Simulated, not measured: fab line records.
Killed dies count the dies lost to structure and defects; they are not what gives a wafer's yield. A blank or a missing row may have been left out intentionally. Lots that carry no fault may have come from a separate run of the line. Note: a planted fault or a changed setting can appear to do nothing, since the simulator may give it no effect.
Which tool did it? || flow gf180mcu || 30 wafers from 10 lots sampled at 6 of the route's 602 steps

## WHAT THE GAUGES SHOWED, per wafer
GF_MIM_RS_MEAS_10: measures by four-point-probe.
{"lot": "L813", "measured": "day 23 21:55", "on": "film_metro-02", "MIM_ALCU_RS (ohm/sq)": "0.1587 0.1595 0.1570"}
{"lot": "L818", "measured": "day 27 18:18", "on": "film_metro-04", "MIM_ALCU_RS (ohm/sq)": "0.1577 0.1596 0.1580"}
{"lot": "L821", "measured": "day 28 01:37", "on": "film_metro-02", "MIM_ALCU_RS (ohm/sq)": "0.1597 0.1587 0.1591"}
{"lot": "L823", "measured": "day 28 04:01", "on": "film_metro-01", "MIM_ALCU_RS (ohm/sq)": "0.1620 0.1742 0.1597"}
{"lot": "L824", "measured": "day 28 05:05", "on": "film_metro-01", "MIM_ALCU_RS (ohm/sq)": "0.1605 0.1599 0.1606"}
{"lot": "L825", "measured": "day 28 16:36", "on": "film_metro-04", "MIM_ALCU_RS (ohm/sq)": "0.1583 0.1707 0.1559"}
{"lot": "L826", "measured": "day 29 09:25", "on": "film_metro-01", "MIM_ALCU_RS (ohm/sq)": "0.1593 0.1566 0.1597"}
{"lot": "L829", "measured": "day 30 01:37", "on": "film_metro-04", "MIM_ALCU_RS (ohm/sq)": "0.1608 0.1607 0.1595"}
{"lot": "L830", "measured": "day 30 11:17", "on": "film_metro-02", "MIM_ALCU_RS (ohm/sq)": "0.1623 0.1600 0.1615"}
{"lot": "L835", "measured": "day 31 16:35", "on": "film_metro-01", "MIM_ALCU_RS (ohm/sq)": "0.1583 0.1578 0.1570"}

GF_MIM_THK_MEAS_11: measures by xrf.
{"lot": "L813", "measured": "day 23 22:02", "on": "film_metro-02", "MIM_ALCU_THK (nm)": "200.1 200.0 202.1"}
{"lot": "L818", "measured": "day 27 18:25", "on": "film_metro-04", "MIM_ALCU_THK (nm)": "200.2 198.4 199.5"}
{"lot": "L821", "measured": "day 28 01:44", "on": "film_metro-02", "MIM_ALCU_THK (nm)": "197.9 199.9 200.1"}
{"lot": "L823", "measured": "day 28 04:08", "on": "film_metro-01", "MIM_ALCU_THK (nm)": "196.5 184.0 199.3"}
{"lot": "L824", "measured": "day 28 05:12", "on": "film_metro-01", "MIM_ALCU_THK (nm)": "199.5 200.2 199.5"}
{"lot": "L825", "measured": "day 28 16:43", "on": "film_metro-04", "MIM_ALCU_THK (nm)": "199.6 184.9 201.0"}
{"lot": "L826", "measured": "day 29 09:32", "on": "film_metro-01", "MIM_ALCU_THK (nm)": "199.3 202.3 198.7"}
{"lot": "L829", "measured": "day 30 01:43", "on": "film_metro-04", "MIM_ALCU_THK (nm)": "198.0 196.7 200.2"}
{"lot": "L830", "measured": "day 30 11:25", "on": "film_metro-02", "MIM_ALCU_THK (nm)": "194.4 198.3 196.5"}
{"lot": "L835", "measured": "day 31 16:42", "on": "film_metro-01", "MIM_ALCU_THK (nm)": "200.2 200.8 202.5"}

## EACH LOT AND THE TOOL THAT RAN IT (in order: tool; ch and the chambers of the sampled wafers; start)
{"lot": "L813", "GF_V4_SPUTTER_22": "pvd_sputter-04, day 23 20:53", "GF_V4_CVD_23": "cvd_w-02 ch 0,1, day 23 20:55", "GF_MIM_SPUTTER_04": "pvd_sputter-01, day 23 21:41", "GF_MIM_SPUTTER_08": "pvd_sputter-02, day 23 21:52"}
{"lot": "L818", "GF_V4_SPUTTER_22": "pvd_sputter-04, day 27 17:14", "GF_V4_CVD_23": "cvd_w-01 ch 0,1, day 27 17:16", "GF_MIM_SPUTTER_04": "pvd_sputter-01, day 27 18:03", "GF_MIM_SPUTTER_08": "pvd_sputter-04, day 27 18:13"}
{"lot": "L821", "GF_V4_SPUTTER_22": "pvd_sputter-01, day 28 00:31", "GF_V4_CVD_23": "cvd_w-01 ch 0,1, day 28 00:33", "GF_MIM_SPUTTER_04": "pvd_sputter-02, day 28 01:22", "GF_MIM_SPUTTER_08": "pvd_sputter-01, day 28 01:33"}
{"lot": "L823", "GF_V4_SPUTTER_22": "pvd_sputter-04, day 28 02:58", "GF_V4_CVD_23": "cvd_w-01 ch 0,1, day 28 03:00", "GF_MIM_SPUTTER_04": "pvd_sputter-02, day 28 03:46", "GF_MIM_SPUTTER_08": "pvd_sputter-04, day 28 03:57"}
{"lot": "L824", "GF_V4_SPUTTER_22": "pvd_sputter-01, day 28 04:02", "GF_V4_CVD_23": "cvd_w-01 ch 0, day 28 04:04", "GF_MIM_SPUTTER_04": "pvd_sputter-04, day 28 04:50", "GF_MIM_SPUTTER_08": "pvd_sputter-01, day 28 05:01"}
{"lot": "L825", "GF_V4_SPUTTER_22": "pvd_sputter-03, day 28 15:34", "GF_V4_CVD_23": "cvd_w-01 ch 0,1, day 28 15:35", "GF_MIM_SPUTTER_04": "pvd_sputter-02, day 28 16:22", "GF_MIM_SPUTTER_08": "pvd_sputter-04, day 28 16:33"}
{"lot": "L826", "GF_V4_SPUTTER_22": "pvd_sputter-04, day 29 08:22", "GF_V4_CVD_23": "cvd_w-02 ch 0,1, day 29 08:25", "GF_MIM_SPUTTER_04": "pvd_sputter-01, day 29 09:11", "GF_MIM_SPUTTER_08": "pvd_sputter-02, day 29 09:22"}
{"lot": "L829", "GF_V4_SPUTTER_22": "pvd_sputter-01, day 30 00:32", "GF_V4_CVD_23": "cvd_w-02 ch 0,1, day 30 00:35", "GF_MIM_SPUTTER_04": "pvd_sputter-04, day 30 01:21", "GF_MIM_SPUTTER_08": "pvd_sputter-01, day 30 01:32"}
{"lot": "L830", "GF_V4_SPUTTER_22": "pvd_sputter-04, day 30 10:05", "GF_V4_CVD_23": "cvd_w-02 ch 0,1, day 30 10:08", "GF_MIM_SPUTTER_04": "pvd_sputter-04, day 30 11:04", "GF_MIM_SPUTTER_08": "pvd_sputter-02, day 30 11:14"}
{"lot": "L835", "GF_V4_SPUTTER_22": "pvd_sputter-04, day 31 15:31", "GF_V4_CVD_23": "cvd_w-01 ch 0, day 31 15:33", "GF_MIM_SPUTTER_04": "pvd_sputter-01, day 31 16:19", "GF_MIM_SPUTTER_08": "pvd_sputter-04, day 31 16:31"}
- GF_V4_SPUTTER_22: material TiN, target thk 10 nm, time 40 s.
- GF_V4_CVD_23: deposits W, target thk 350 nm, time 104.9 s.
- GF_MIM_SPUTTER_04: material TiN, target thk 50 nm, time 41.7 s.
- GF_MIM_SPUTTER_08: material AlCu, target thk 200 nm, time 10.6 s.

## AS READ BY THE TOOLS THEMSELVES (means over the sampled wafers that have a number; for cases with no such wafer, the mark the record gives instead)
GF_V4_SPUTTER_22.
{"lot": "L813", "tool": "pvd_sputter-04", "throttle_valve_pct (%)": 30.2}
{"lot": "L818", "tool": "pvd_sputter-04", "throttle_valve_pct (%)": 30.7}
{"lot": "L821", "tool": "pvd_sputter-01", "throttle_valve_pct (%)": 29.7}
{"lot": "L823", "tool": "pvd_sputter-04", "throttle_valve_pct (%)": 30.1}
{"lot": "L824", "tool": "pvd_sputter-01", "throttle_valve_pct (%)": 29.7}
{"lot": "L825", "tool": "pvd_sputter-03", "throttle_valve_pct (%)": 30.5}
{"lot": "L826", "tool": "pvd_sputter-04", "throttle_valve_pct (%)": 30.7}
{"lot": "L829", "tool": "pvd_sputter-01", "throttle_valve_pct (%)": 29.6}
{"lot": "L830", "tool": "pvd_sputter-04", "throttle_valve_pct (%)": 30.0}
{"lot": "L835", "tool": "pvd_sputter-04", "throttle_valve_pct (%)": 30.3}

GF_V4_CVD_23.
{"lot": "L813", "tool": "cvd_w-02", "chamber_pressure_Torr (Torr)": 39.94, "heater_power_w (W)": 802}
{"lot": "L818", "tool": "cvd_w-01", "chamber_pressure_Torr (Torr)": 39.96, "heater_power_w (W)": 973}
{"lot": "L821", "tool": "cvd_w-01", "chamber_pressure_Torr (Torr)": 39.95, "heater_power_w (W)": 964}
{"lot": "L823", "tool": "cvd_w-01", "chamber_pressure_Torr (Torr)": 39.98, "heater_power_w (W)": 999}
{"lot": "L824", "tool": "cvd_w-01", "chamber_pressure_Torr (Torr)": 39.96, "heater_power_w (W)": 955}
{"lot": "L825", "tool": "cvd_w-01", "chamber_pressure_Torr (Torr)": 40.08, "heater_power_w (W)": 974}
{"lot": "L826", "tool": "cvd_w-02", "chamber_pressure_Torr (Torr)": 39.95, "heater_power_w (W)": 817}
{"lot": "L829", "tool": "cvd_w-02", "chamber_pressure_Torr (Torr)": 39.96, "heater_power_w (W)": 813}
{"lot": "L830", "tool": "cvd_w-02", "chamber_pressure_Torr (Torr)": 40.00, "heater_power_w (W)": 830}
{"lot": "L835", "tool": "cvd_w-01", "chamber_pressure_Torr (Torr)": 40.02, "heater_power_w (W)": 936}

GF_MIM_SPUTTER_04.
{"lot": "L813", "tool": "pvd_sputter-01", "throttle_valve_pct (%)": 29.5}
{"lot": "L818", "tool": "pvd_sputter-01", "throttle_valve_pct (%)": 29.3}
{"lot": "L821", "tool": "pvd_sputter-02", "throttle_valve_pct (%)": 29.6}
{"lot": "L823", "tool": "pvd_sputter-02", "throttle_valve_pct (%)": 29.9}
{"lot": "L824", "tool": "pvd_sputter-04", "throttle_valve_pct (%)": 30.8}
{"lot": "L825", "tool": "pvd_sputter-02", "throttle_valve_pct (%)": 30.0}
{"lot": "L826", "tool": "pvd_sputter-01", "throttle_valve_pct (%)": 29.4}
{"lot": "L829", "tool": "pvd_sputter-04", "throttle_valve_pct (%)": 30.0}
{"lot": "L830", "tool": "pvd_sputter-04", "throttle_valve_pct (%)": 30.8}
{"lot": "L835", "tool": "pvd_sputter-01", "throttle_valve_pct (%)": 28.8}

GF_MIM_SPUTTER_08.
{"lot": "L813", "tool": "pvd_sputter-02", "throttle_valve_pct (%)": 29.9}
{"lot": "L818", "tool": "pvd_sputter-04", "throttle_valve_pct (%)": 30.2}
{"lot": "L821", "tool": "pvd_sputter-01", "throttle_valve_pct (%)": 29.4}
{"lot": "L823", "tool": "pvd_sputter-04", "throttle_valve_pct (%)": 30.3}
{"lot": "L824", "tool": "pvd_sputter-01", "throttle_valve_pct (%)": 29.4}
{"lot": "L825", "tool": "pvd_sputter-04", "throttle_valve_pct (%)": 30.1}
{"lot": "L826", "tool": "pvd_sputter-02", "throttle_valve_pct (%)": 29.6}
{"lot": "L829", "tool": "pvd_sputter-01", "throttle_valve_pct (%)": 29.6}
{"lot": "L830", "tool": "pvd_sputter-02", "throttle_valve_pct (%)": 30.2}
{"lot": "L835", "tool": "pvd_sputter-04", "throttle_valve_pct (%)": 30.8}

## THE ANSWER, worked out from the rows above alone
Rule: the lots themselves supply what counts as usual. Put in order of their means at a reading, lots are off if they are a third of the lots or fewer, leave a main group of 4 or more, and stand apart from it by a gap of 3 or more times the standard deviation of the main group's means; of several such gaps the widest counts. Not used: any main group whose means are identical at the precision the tables above print for the reading. A lot without any number at a reading at which 4 lots or more have one is off too. All remaining lots with rows at the step are treated as sound. After the gauges, taken in route order, come the tools' own readings; for these a lot's mean is taken, as printed above. The first step at which some lot is off is used, and at that step the reading that is off furthest; a lot without a number counts as furthest.
Nothing can be told from this: no lot is off at any reading shown.

## WHAT THE SIMULATOR HAD INSERTED
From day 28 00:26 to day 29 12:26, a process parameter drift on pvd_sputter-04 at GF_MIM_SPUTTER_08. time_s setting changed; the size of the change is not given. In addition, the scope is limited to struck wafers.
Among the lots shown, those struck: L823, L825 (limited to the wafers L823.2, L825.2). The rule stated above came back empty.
